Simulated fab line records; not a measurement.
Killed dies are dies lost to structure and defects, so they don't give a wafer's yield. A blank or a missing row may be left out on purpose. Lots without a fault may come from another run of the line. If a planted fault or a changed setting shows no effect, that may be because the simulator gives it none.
fab line records -- flow sky130 -- part 1 of 2: steps 1 to 31 of 45
[record] lots = 5, wafers = 15, lastDay = 50
route steps=708 shown VT_ADJUST_HVTP@92 VT_ADJUST_LVTN@97 VT_ADJUST_NCORE@119 VT_ADJUST_HVTR@131
lots that met no fault: taken from a fault-free run of the same line
startH: start of the lot's first displayed wafer, in hours after the record's first day -- waitH: hours elapsed since this lot's preceding step -- " the same as in the row above -- L1.1+2: one row covering several wafers at once -- - either no value or no given start -- * or withheld: withheld -- < > ~ a bound
route shown NAME@n: names a module that has steps shown in the file, with the first one's number in the route -- usual: the fault-free wafers' mean and standard deviation -- same: alike in all rows -- chamber/n: place in a boat -- sites: readings site by site -- _std_site: how widely they spread, as a standard deviation -- _edge_site: mean of outer sites minus mean of inner sites -- radiusMm: for every site, how far away it sits from the centre of the wafer -- mask NAME#n: copy n -- behind: the tool/chamber that last shaped the wafer -- hold: cause of the lot's hold/its duration in hours/its outcome -- device: which transistor (n, p or np) failed to switch -- end of line: the tests these same wafers got at the end of their route -- a step with no rows: only its recipe -- killed: dies lost to structure and defects at the first sort, not the wafer's yield -- map: the dies of a wafer, with x for killed, . for not killed, _ for no die there
set.NAME: the setting that was run; set.NAME@STEP: the one run at that earlier step -- model.NAME: the simulator's own value behind a step, which no gauge read
lots seen at some steps along the route; tables by step, rows by wafer
services: a tool's chamber out of use, with start hour (startH, from the record's first day; less than 0 if before it), hours out, and reason
[[steps]]
[step SKY_VT_ADJUST_HVTP_CD_MEAS_07]
[recipe] targetCdNm = 380
[usual] cdNm = 379.6/1.8
lot.wafer,tool,chamber,startH,waitH,cdNm
L082.2,cdSem-01,-,169.42,0.1,383.1
L082.4,cdSem-01,-,169.42,0.1,382.9
L082.5,cdSem-01,-,169.42,0.1,384.5
L083.3,cdSem-01,-,178.39,0.1,378.4
L083.4,cdSem-01,-,178.39,0.1,377.6
L083.5,cdSem-01,-,178.39,0.1,378.7
L089.3,cdSem-01,-,214.99,0.1,381.5
L089.4,cdSem-01,-,214.99,0.1,379.9
L089.5,cdSem-01,-,214.99,0.1,380.0
L094.1,cdSem-01,-,255.67,0.1,377.2
L094.3,cdSem-01,-,255.67,0.1,379.3
L094.5,cdSem-01,-,255.67,0.1,377.1
L096.2,cdSem-01,-,262.97,0.1,377.0
L096.3,cdSem-01,-,262.97,0.1,378.1
L096.6,cdSem-01,-,262.97,0.1,379.5
[step SKY_VT_ADJUST_HVTP_OVL_MEAS_08]
[usual] VT_ADJUST_HVTP_OVL = -1.2/1.4
lot.wafer,tool,chamber,startH,waitH,VT_ADJUST_HVTP_OVL[nm]
L082.2,overlay-01,-,169.53,0.1,-3.6
L082.4,overlay-01,-,169.53,0.1,-3.0
L082.5,overlay-01,-,169.53,0.1,-1.8
L083.3,overlay-01,-,178.49,0.1,0.6
L083.4,overlay-01,-,178.49,0.1,-1.2
L083.5,overlay-01,-,178.49,0.1,-0.6
L089.3,overlay-02,-,215.09,0.1,-0.7
L089.4,overlay-02,-,215.09,0.1,-0.7
L089.5,overlay-02,-,215.09,0.1,1.6
L094.1,overlay-02,-,255.79,0.1,0.2
L094.3,overlay-02,-,255.79,0.1,-0.1
L094.5,overlay-02,-,255.79,0.1,-0.7
L096.2,overlay-01,-,263.08,0.1,-0.7
L096.3,overlay-01,-,263.08,0.1,-0.5
L096.6,overlay-01,-,263.08,0.1,-2.8
[step SKY_VT_ADJUST_HVTP_IMPLANT_09]
[recipe] species = As, energyKev = 150, doseCm2 = 4.3e+12, tiltDeg = withheld
lot.wafer,tool,chamber,startH,waitH
L082.2+4+5,implanter-03,0,169.59,0.0
L083.3+4+5,implanter-04,0,178.56,0.1
L089.3+4+5,implanter-03,0,215.16,0.1
L094.1+3+5,implanter-03,0,255.83,0.0
L096.2+3+6,implanter-01,0,263.14,0.0
[step SKY_VT_ADJUST_HVTP_STRIP_10]
[recipe] chemistry = O2/N2, powerW = 1400, pressureMtorr = 1500, platenTempC = withheld, o2FlowSccm = 3000, n2FlowSccm = 300, overashFraction = 0.5
[usual] drypumpMotorCurrentA = 6.0/0.31, oesProductAu = 0.716/0.0047, stripTimeToEndpointS = 14.18/0.043
lot.wafer,tool,chamber,startH,waitH,drypumpMotorCurrentA,oesProductAu,rfHoursCounterH,stripTimeToEndpointS
L082.2,plasmaAsher-04,0,169.71,0.1,6.0,0.717,47,14.14
L082.4,plasmaAsher-04,1,169.71,0.1,5.5,0.716,-,14.17
L082.5,plasmaAsher-04,1,169.71,0.1,5.5,0.720,-,14.15
L083.3,plasmaAsher-01,0,178.69,0.1,6.4,0.712,-,14.07
L083.4,plasmaAsher-01,1,178.69,0.1,6.3,0.714,-,14.07
L083.5,plasmaAsher-01,0,178.69,0.1,6.5,0.720,-,14.05
L089.3,plasmaAsher-04,0,215.29,0.1,5.9,0.711,-,14.21
L089.4,plasmaAsher-04,1,215.29,0.1,5.6,0.722,-,14.17
L089.5,plasmaAsher-04,0,215.29,0.1,5.9,0.715,-,14.12
L094.1,plasmaAsher-04,1,255.98,0.1,5.6,0.724,55,14.17
L094.3,plasmaAsher-04,0,255.98,0.1,5.9,0.715,-,14.14
L094.5,plasmaAsher-04,0,255.98,0.1,5.9,0.710,-,14.17
L096.2,plasmaAsher-03,0,263.26,0.1,5.9,0.709,58,14.16
L096.3,plasmaAsher-03,0,263.26,0.1,5.9,0.720,-,14.15
L096.6,plasmaAsher-03,0,263.26,0.1,5.9,0.714,-,14.16
[step SKY_VT_ADJUST_HVTP_TW_MEAS_11]
[usual] VT_ADJUST_HVTP_TW = 1358/9.1
lot.wafer,tool,chamber,startH,waitH,VT_ADJUST_HVTP_TW
L082.2,filmMetro-04,-,169.82,0.1,1362
L082.4,filmMetro-04,-,169.82,0.1,1356
L082.5,filmMetro-04,-,169.82,0.1,1367
L083.3,filmMetro-02,-,178.78,0.1,1344
L083.4,filmMetro-02,-,178.78,0.1,1348
L083.5,filmMetro-02,-,178.78,0.1,1347
L089.3,filmMetro-04,-,215.38,0.1,1371
L089.4,filmMetro-04,-,215.38,0.1,1369
L089.5,filmMetro-04,-,215.38,0.1,1373
L094.1,filmMetro-01,-,256.08,0.1,1358
L094.3,filmMetro-01,-,256.08,0.1,1365
L094.5,filmMetro-01,-,256.08,0.1,1370
L096.2,filmMetro-02,-,263.37,0.1,1356
L096.3,filmMetro-02,-,263.37,0.1,1353
L096.6,filmMetro-02,-,263.37,0.1,1350
[step SKY_VT_ADJUST_LVTN_DEHYDRATE_00]
[recipe] tempC = 200, timeS = 60
lot.wafer,tool,chamber,startH,waitH
L082.2+4+5,lithoTrack-02,0,179.61,9.8
L083.3+4+5,lithoTrack-02,0,188.44,9.6
L089.3+4+5,lithoTrack-02,0,226.09,10.7
L094.1+3+5,lithoTrack-04,0,267.30,11.2
L096.2+3+6,lithoTrack-04,0,274.78,11.4
[step SKY_VT_ADJUST_LVTN_HMDS_01]
[recipe] primeTimeS = 60, primeTempC = 120
lot.wafer,tool,chamber,startH,waitH
L082.2+4+5,lithoTrack-02,0,179.76,0.1
L083.3+4+5,lithoTrack-02,0,188.59,0.1
L089.3+4+5,lithoTrack-02,0,226.24,0.1
L094.1+3+5,lithoTrack-04,0,267.45,0.1
L096.2+3+6,lithoTrack-04,0,274.93,0.1
[step SKY_VT_ADJUST_LVTN_COAT_02]
[recipe] spinRpm = 2000, resistThkNm = 3000
lot.wafer,tool,chamber,startH,waitH
L082.2+4+5,lithoTrack-02,0,179.91,0.1
L083.3+4+5,lithoTrack-02,0,188.74,0.1
L089.3+4+5,lithoTrack-02,0,226.39,0.1
L094.1+3+5,lithoTrack-04,0,267.60,0.1
L096.2+3+6,lithoTrack-04,0,275.08,0.1
[step SKY_VT_ADJUST_LVTN_SOFTBAKE_03]
[recipe] tempC = 108.8, timeS = withheld
lot.wafer,tool,chamber,startH,waitH
L082.2+4+5,lithoTrack-02,0,180.07,0.1
L083.3+4+5,lithoTrack-02,0,188.90,0.1
L089.3+4+5,lithoTrack-02,0,226.55,0.1
L094.1+3+5,lithoTrack-04,0,267.75,0.1
L096.2+3+6,lithoTrack-04,0,275.24,0.1
[step SKY_VT_ADJUST_LVTN_EXPOSE_04]
[recipe] maskId = NWM_COMPLEMENT_LESS_NATIVE, na = 0.6, sourceShape = conventional, sigmaOuter = 0.6, polarization = unpolarized, targetCdNm = 840, doseMj = 194
[usual] focusOffsetNm = 0.0/0.51
lot.wafer,tool,chamber,startH,waitH,mask,focusOffsetNm
L082.2,ilineStepper-01,0,-,-,NWM_COMPLEMENT_LESS_NATIVE#0,0.0
L082.4,ilineStepper-01,0,-,-,NWM_COMPLEMENT_LESS_NATIVE#0,0.5
L082.5,ilineStepper-01,0,-,-,NWM_COMPLEMENT_LESS_NATIVE#0,0.2
L083.3,ilineStepper-02,0,-,-,NWM_COMPLEMENT_LESS_NATIVE#0,0.5
L083.4,ilineStepper-02,0,-,-,NWM_COMPLEMENT_LESS_NATIVE#0,-0.2
L083.5,ilineStepper-02,0,-,-,NWM_COMPLEMENT_LESS_NATIVE#0,-0.2
L089.3,ilineStepper-02,0,-,-,NWM_COMPLEMENT_LESS_NATIVE#0,-0.7
L089.4,ilineStepper-02,0,-,-,NWM_COMPLEMENT_LESS_NATIVE#0,-0.8
L089.5,ilineStepper-02,0,-,-,NWM_COMPLEMENT_LESS_NATIVE#0,-0.1
L094.1,ilineStepper-02,0,-,-,NWM_COMPLEMENT_LESS_NATIVE#0,0.5
L094.3,ilineStepper-02,0,-,-,NWM_COMPLEMENT_LESS_NATIVE#0,0.5
L094.5,ilineStepper-02,0,-,-,NWM_COMPLEMENT_LESS_NATIVE#0,-0.1
L096.2,ilineStepper-01,0,-,-,NWM_COMPLEMENT_LESS_NATIVE#0,-1.1
L096.3,ilineStepper-01,0,-,-,NWM_COMPLEMENT_LESS_NATIVE#0,0.4
L096.6,ilineStepper-01,0,-,-,NWM_COMPLEMENT_LESS_NATIVE#0,0.7
[step SKY_VT_ADJUST_LVTN_PEB_05]
[recipe] tempC = 115, timeS = withheld
lot.wafer,tool,chamber,startH,waitH
L082.2+4+5,lithoTrack-03,0,-,-
L083.3+4+5,lithoTrack-03,0,-,-
L089.3+4+5,lithoTrack-02,0,-,-
L094.1+3+5,lithoTrack-03,0,-,-
L096.2+3+6,lithoTrack-04,0,-,-
[step SKY_VT_ADJUST_LVTN_DEVELOP_06]
[recipe] wallAngleDeg = 90, developer = TMAH, developTimeS = 60, devTempC = 23
lot.wafer,tool,chamber,startH,waitH
L082.2+4+5,lithoTrack-03,0,-,-
L083.3+4+5,lithoTrack-03,0,-,-
L089.3+4+5,lithoTrack-02,0,-,-
L094.1+3+5,lithoTrack-03,0,-,-
L096.2+3+6,lithoTrack-04,0,-,-
[step SKY_VT_ADJUST_LVTN_OVL_MEAS_07]
[usual] VT_ADJUST_LVTN_OVL = -0.6/1.5
lot.wafer,tool,chamber,startH,waitH,VT_ADJUST_LVTN_OVL[nm]
L082.2,overlay-01,-,190.49,-,2.4
L082.4,overlay-01,-,190.49,-,2.8
L082.5,overlay-01,-,190.49,-,1.5
L083.3,overlay-02,-,199.20,-,-0.4
L083.4,overlay-02,-,199.20,-,-0.5
L083.5,overlay-02,-,199.20,-,-1.3
L089.3,overlay-02,-,238.15,-,-1.9
L089.4,overlay-02,-,238.15,-,-1.3
L089.5,overlay-02,-,238.15,-,-2.4
L094.1,overlay-02,-,280.03,-,0.0
L094.3,overlay-02,-,280.03,-,-0.5
L094.5,overlay-02,-,280.03,-,-1.2
L096.2,overlay-01,-,287.66,-,1.0
L096.3,overlay-01,-,287.66,-,1.9
L096.6,overlay-01,-,287.66,-,1.0
[step SKY_VT_ADJUST_LVTN_IMPLANT_08]
[recipe] species = B, energyKev = 30, doseCm2 = 1.57e+12, tiltDeg = withheld
lot.wafer,tool,chamber,startH,waitH
L082.2+4+5,implanter-03,0,190.55,0.0
L083.3+4+5,implanter-03,0,199.27,0.1
L089.3+4+5,implanter-03,0,238.22,0.1
L094.1+3+5,implanter-02,0,280.07,0.0
L096.2+3+6,implanter-03,0,287.71,0.0
[step SKY_VT_ADJUST_LVTN_STRIP_09]
[recipe] chemistry = O2/N2, powerW = 1400, pressureMtorr = 1500, platenTempC = withheld, o2FlowSccm = 3000, n2FlowSccm = 300, overashFraction = 0.5
[usual] drypumpMotorCurrentA = 5.7/0.53, oesProductAu = 0.723/0.0042, stripTimeToEndpointS = 37.01/0.1
lot.wafer,tool,chamber,startH,waitH,drypumpMotorCurrentA,oesProductAu,rfHoursCounterH,stripTimeToEndpointS
L082.2,plasmaAsher-03,0,190.67,0.1,5.9,0.720,51,36.97
L082.4,plasmaAsher-03,0,190.67,0.1,5.9,0.720,-,36.94
L082.5,plasmaAsher-03,1,190.67,0.1,6.2,0.724,-,37.05
L083.3,plasmaAsher-03,1,199.40,0.1,6.2,0.718,-,37.03
L083.4,plasmaAsher-03,0,199.40,0.1,5.9,0.728,-,37.17
L083.5,plasmaAsher-03,0,199.40,0.1,5.9,0.724,-,37.11
L089.3,plasmaAsher-02,1,238.36,0.1,4.9,0.720,-,37.08
L089.4,plasmaAsher-02,0,238.36,0.1,5.5,0.716,-,36.99
L089.5,plasmaAsher-02,0,238.36,0.1,5.5,0.720,-,36.92
L094.1,plasmaAsher-02,0,280.22,0.1,5.5,0.714,15,37.11
L094.3,plasmaAsher-02,1,280.22,0.1,4.9,0.726,-,37.13
L094.5,plasmaAsher-02,1,280.22,0.1,4.9,0.727,-,37.18
L096.2,plasmaAsher-03,0,287.84,0.1,5.9,0.722,60,37.04
L096.3,plasmaAsher-03,1,287.84,0.1,6.2,0.727,-,37.01
L096.6,plasmaAsher-03,1,287.84,0.1,6.2,0.730,-,37.02
[step SKY_VT_ADJUST_LVTN_TW_MEAS_10]
[usual] VT_ADJUST_LVTN_TW = 241.6/1.8
lot.wafer,tool,chamber,startH,waitH,VT_ADJUST_LVTN_TW
L082.2,filmMetro-01,-,190.78,0.1,242.9
L082.4,filmMetro-01,-,190.78,0.1,242.7
L082.5,filmMetro-01,-,190.78,0.1,244.4
L083.3,filmMetro-01,-,199.49,0.1,243.6
L083.4,filmMetro-01,-,199.49,0.1,243.9
L083.5,filmMetro-01,-,199.49,0.1,244.3
L089.3,filmMetro-03,-,238.44,0.1,239.8
L089.4,filmMetro-03,-,238.44,0.1,239.3
L089.5,filmMetro-03,-,238.44,0.1,238.8
L094.1,filmMetro-01,-,280.32,0.1,245.0
L094.3,filmMetro-01,-,280.32,0.1,244.0
L094.5,filmMetro-01,-,280.32,0.1,244.8
L096.2,filmMetro-02,-,287.95,0.1,241.4
L096.3,filmMetro-02,-,287.95,0.1,242.6
L096.6,filmMetro-02,-,287.95,0.1,241.2
[step SKY_VT_ADJUST_LVTN_DEHYDRATE_11]
[recipe] tempC = 200, timeS = 60
lot.wafer,tool,chamber,startH,waitH
L082.2+4+5,lithoTrack-03,0,201.21,10.4
L083.3+4+5,lithoTrack-02,0,209.99,10.5
L089.3+4+5,lithoTrack-03,0,249.18,10.7
L094.1+3+5,lithoTrack-02,0,292.19,11.9
L096.2+3+6,lithoTrack-02,0,299.41,11.5
[step SKY_VT_ADJUST_LVTN_HMDS_12]
[recipe] primeTimeS = 60, primeTempC = 120
lot.wafer,tool,chamber,startH,waitH
L082.2+4+5,lithoTrack-03,0,201.36,0.1
L083.3+4+5,lithoTrack-02,0,210.14,0.1
L089.3+4+5,lithoTrack-03,0,249.33,0.1
L094.1+3+5,lithoTrack-02,0,292.34,0.1
L096.2+3+6,lithoTrack-02,0,299.56,0.1
[step SKY_VT_ADJUST_LVTN_COAT_13]
[recipe] resist = NOVOLAK, spinRpm = 3000, resistThkNm = 1140
lot.wafer,tool,chamber,startH,waitH
L082.2+4+5,lithoTrack-03,0,201.51,0.1
L083.3+4+5,lithoTrack-02,0,210.29,0.1
L089.3+4+5,lithoTrack-03,0,249.48,0.1
L094.1+3+5,lithoTrack-02,0,292.49,0.1
L096.2+3+6,lithoTrack-02,0,299.71,0.1
[step SKY_VT_ADJUST_LVTN_SOFTBAKE_14]
[recipe] tempC = 90, timeS = 60, resist = NOVOLAK
lot.wafer,tool,chamber,startH,waitH
L082.2+4+5,lithoTrack-03,0,201.66,0.1
L083.3+4+5,lithoTrack-02,0,210.44,0.1
L089.3+4+5,lithoTrack-03,0,249.63,0.1
L094.1+3+5,lithoTrack-02,0,292.64,0.1
L096.2+3+6,lithoTrack-02,0,299.86,0.1
[step SKY_VT_ADJUST_LVTN_EXPOSE_15]
[recipe] maskId = HVN_STD_DERIVED, na = 0.6, sourceShape = conventional, sigmaOuter = 0.6, polarization = unpolarized, targetCdNm = 600, doseMj = 163
[usual] focusOffsetNm = 0.0/0.46
lot.wafer,tool,chamber,startH,waitH,mask,focusOffsetNm
L082.2,ilineStepper-02,0,-,-,HVN_STD_DERIVED#0,0.3
L082.4,ilineStepper-02,0,-,-,HVN_STD_DERIVED#0,-0.2
L082.5,ilineStepper-02,0,-,-,HVN_STD_DERIVED#0,-0.2
L083.3,ilineStepper-02,0,-,-,HVN_STD_DERIVED#0,-0.4
L083.4,ilineStepper-02,0,-,-,HVN_STD_DERIVED#0,-0.6
L083.5,ilineStepper-02,0,-,-,HVN_STD_DERIVED#0,-0.4
L089.3,ilineStepper-02,0,-,-,HVN_STD_DERIVED#0,-0.5
L089.4,ilineStepper-02,0,-,-,HVN_STD_DERIVED#0,-0.2
L089.5,ilineStepper-02,0,-,-,HVN_STD_DERIVED#0,0.6
L094.1,ilineStepper-02,0,-,-,HVN_STD_DERIVED#0,-0.5
L094.3,ilineStepper-02,0,-,-,HVN_STD_DERIVED#0,-0.2
L094.5,ilineStepper-02,0,-,-,HVN_STD_DERIVED#0,-0.7
L096.2,ilineStepper-01,0,-,-,HVN_STD_DERIVED#0,0.4
L096.3,ilineStepper-01,0,-,-,HVN_STD_DERIVED#0,0.3
L096.6,ilineStepper-01,0,-,-,HVN_STD_DERIVED#0,-0.4
[step SKY_VT_ADJUST_LVTN_PEB_16]
[recipe] tempC = withheld, timeS = *, resist = NOVOLAK
lot.wafer,tool,chamber,startH,waitH
L082.2+4+5,lithoTrack-02,0,-,-
L083.3+4+5,lithoTrack-02,0,-,-
L089.3+4+5,lithoTrack-03,0,-,-
L094.1+3+5,lithoTrack-04,0,-,-
L096.2+3+6,lithoTrack-03,0,-,-
[step SKY_VT_ADJUST_LVTN_DEVELOP_17]
[recipe] resist = NOVOLAK, developer = TMAH, developTimeS = 60, devTempC = 23
lot.wafer,tool,chamber,startH,waitH
L082.2+4+5,lithoTrack-02,0,212.26,0.1
L083.3+4+5,lithoTrack-02,0,221.49,0.1
L089.3+4+5,lithoTrack-03,0,261.58,0.1
L094.1+3+5,lithoTrack-04,0,304.60,0.1
L096.2+3+6,lithoTrack-03,0,312.81,0.1
[step SKY_VT_ADJUST_LVTN_OVL_MEAS_18]
[usual] VT_ADJUST_LVTN_01_OVL = -1.0/1.8
lot.wafer,tool,chamber,startH,waitH,VT_ADJUST_LVTN_01_OVL[nm]
L082.2,overlay-02,-,212.39,0.1,-3.7
L082.4,overlay-02,-,212.39,0.1,-2.9
L082.5,overlay-02,-,212.39,0.1,-1.7
L083.3,overlay-02,-,221.60,0.1,-4.1
L083.4,overlay-02,-,221.60,0.1,-2.5
L083.5,overlay-02,-,221.60,0.1,-3.0
L089.3,overlay-02,-,261.70,0.1,-3.4
L089.4,overlay-02,-,261.70,0.1,-3.6
L089.5,overlay-02,-,261.70,0.1,-5.4
L094.1,overlay-02,-,304.75,0.1,-1.1
L094.3,overlay-02,-,304.75,0.1,0.4
L094.5,overlay-02,-,304.75,0.1,-0.8
L096.2,overlay-01,-,312.94,0.1,0.0
L096.3,overlay-01,-,312.94,0.1,-0.2
L096.6,overlay-01,-,312.94,0.1,-0.1
[step SKY_VT_ADJUST_LVTN_IMPLANT_19]
[recipe] species = B, energyKev = 30, doseCm2 = 6.5e+11, tiltDeg = withheld
lot.wafer,tool,chamber,startH,waitH
L082.2+4+5,implanter-02,0,212.45,0.0
L083.3+4+5,implanter-02,0,221.67,0.1
L089.3+4+5,implanter-01,0,261.77,0.1
L094.1+3+5,implanter-02,0,304.79,0.0
L096.2+3+6,implanter-01,0,312.99,0.0
[step SKY_VT_ADJUST_LVTN_STRIP_20]
[recipe] chemistry = O2/N2, powerW = 1400, pressureMtorr = 1500, platenTempC = withheld, o2FlowSccm = 3000, n2FlowSccm = 300, overashFraction = 0.5
[usual] drypumpMotorCurrentA = 5.9/0.5, oesProductAu = 0.715/0.005, stripTimeToEndpointS = 14.18/0.04
lot.wafer,tool,chamber,startH,waitH,drypumpMotorCurrentA,oesProductAu,rfHoursCounterH,stripTimeToEndpointS
L082.2,plasmaAsher-03,0,212.57,0.1,5.9,0.718,53,14.23
L082.4,plasmaAsher-03,0,212.57,0.1,5.9,0.712,-,14.19
L082.5,plasmaAsher-03,0,212.57,0.1,5.9,0.718,-,14.22
L083.3,plasmaAsher-02,1,221.81,0.1,4.9,0.714,-,14.14
L083.4,plasmaAsher-02,0,221.81,0.1,5.4,0.720,-,14.11
L083.5,plasmaAsher-02,1,221.81,0.1,4.9,0.707,-,14.11
L089.3,plasmaAsher-01,0,261.90,0.1,6.4,0.713,-,14.26
L089.4,plasmaAsher-01,1,261.90,0.1,6.3,0.703,-,14.22
L089.5,plasmaAsher-01,1,261.90,0.1,6.3,0.714,-,14.25
L094.1,plasmaAsher-03,1,304.94,0.1,6.2,0.714,62,14.19
L094.3,plasmaAsher-03,1,304.94,0.1,6.2,0.711,-,14.21
L094.5,plasmaAsher-03,0,304.94,0.1,5.9,0.713,-,14.19
L096.2,plasmaAsher-02,0,313.12,0.1,5.5,0.724,18,14.13
L096.3,plasmaAsher-02,1,313.12,0.1,4.9,0.715,-,14.12
L096.6,plasmaAsher-02,1,313.12,0.1,4.9,0.721,-,14.09
[step SKY_VT_ADJUST_LVTN_TW_MEAS_21]
[usual] VT_ADJUST_LVTN_2_TW = 188.6/1.5
lot.wafer,tool,chamber,startH,waitH,VT_ADJUST_LVTN_2_TW
L082.2,filmMetro-01,-,212.68,0.1,187.8
L082.4,filmMetro-01,-,212.68,0.1,189.4
L082.5,filmMetro-01,-,212.68,0.1,188.4
L083.3,filmMetro-03,-,221.89,0.1,186.1
L083.4,filmMetro-03,-,221.89,0.1,186.5
L083.5,filmMetro-03,-,221.89,0.1,186.9
L089.3,filmMetro-03,-,261.99,0.1,186.7
L089.4,filmMetro-03,-,261.99,0.1,186.1
L089.5,filmMetro-03,-,261.99,0.1,186.1
L094.1,filmMetro-01,-,305.04,0.1,190.1
L094.3,filmMetro-01,-,305.04,0.1,190.0
L094.5,filmMetro-01,-,305.04,0.1,190.3
L096.2,filmMetro-02,-,313.23,0.1,187.3
L096.3,filmMetro-02,-,313.23,0.1,188.5
L096.6,filmMetro-02,-,313.23,0.1,188.4
[step SKY_VT_ADJUST_NCORE_DEHYDRATE_00]
[recipe] tempC = 200, timeS = 60
lot.wafer,tool,chamber,startH,waitH
L082.2+4+5,lithoTrack-01,0,222.58,9.9
L083.3+4+5,lithoTrack-01,0,232.15,10.3
L089.3+4+5,lithoTrack-02,0,273.64,11.6
L094.1+3+5,lithoTrack-02,0,317.39,12.3
L096.2+3+6,lithoTrack-04,0,325.38,12.1
[step SKY_VT_ADJUST_NCORE_HMDS_01]
[recipe] primeTimeS = 60, primeTempC = 120
lot.wafer,tool,chamber,startH,waitH
L082.2+4+5,lithoTrack-01,0,222.73,0.1
L083.3+4+5,lithoTrack-01,0,232.30,0.1
L089.3+4+5,lithoTrack-02,0,273.79,0.1
L094.1+3+5,lithoTrack-02,0,317.54,0.1
L096.2+3+6,lithoTrack-04,0,325.53,0.1
[step SKY_VT_ADJUST_NCORE_COAT_02]
[recipe] resist = NOVOLAK, spinRpm = 3000, resistThkNm = 1140
lot.wafer,tool,chamber,startH,waitH
L082.2+4+5,lithoTrack-01,0,222.88,0.1
L083.3+4+5,lithoTrack-01,0,232.45,0.1
L089.3+4+5,lithoTrack-02,0,273.94,0.1
L094.1+3+5,lithoTrack-02,0,317.69,0.1
L096.2+3+6,lithoTrack-04,0,325.68,0.1
[step SKY_VT_ADJUST_NCORE_SOFTBAKE_03]
[recipe] tempC = 90, timeS = 60, resist = NOVOLAK
lot.wafer,tool,chamber,startH,waitH
L082.2+4+5,lithoTrack-01,0,223.03,0.1
L083.3+4+5,lithoTrack-01,0,232.60,0.1
L089.3+4+5,lithoTrack-02,0,274.09,0.1
L094.1+3+5,lithoTrack-02,0,317.84,0.1
L096.2+3+6,lithoTrack-04,0,325.83,0.1
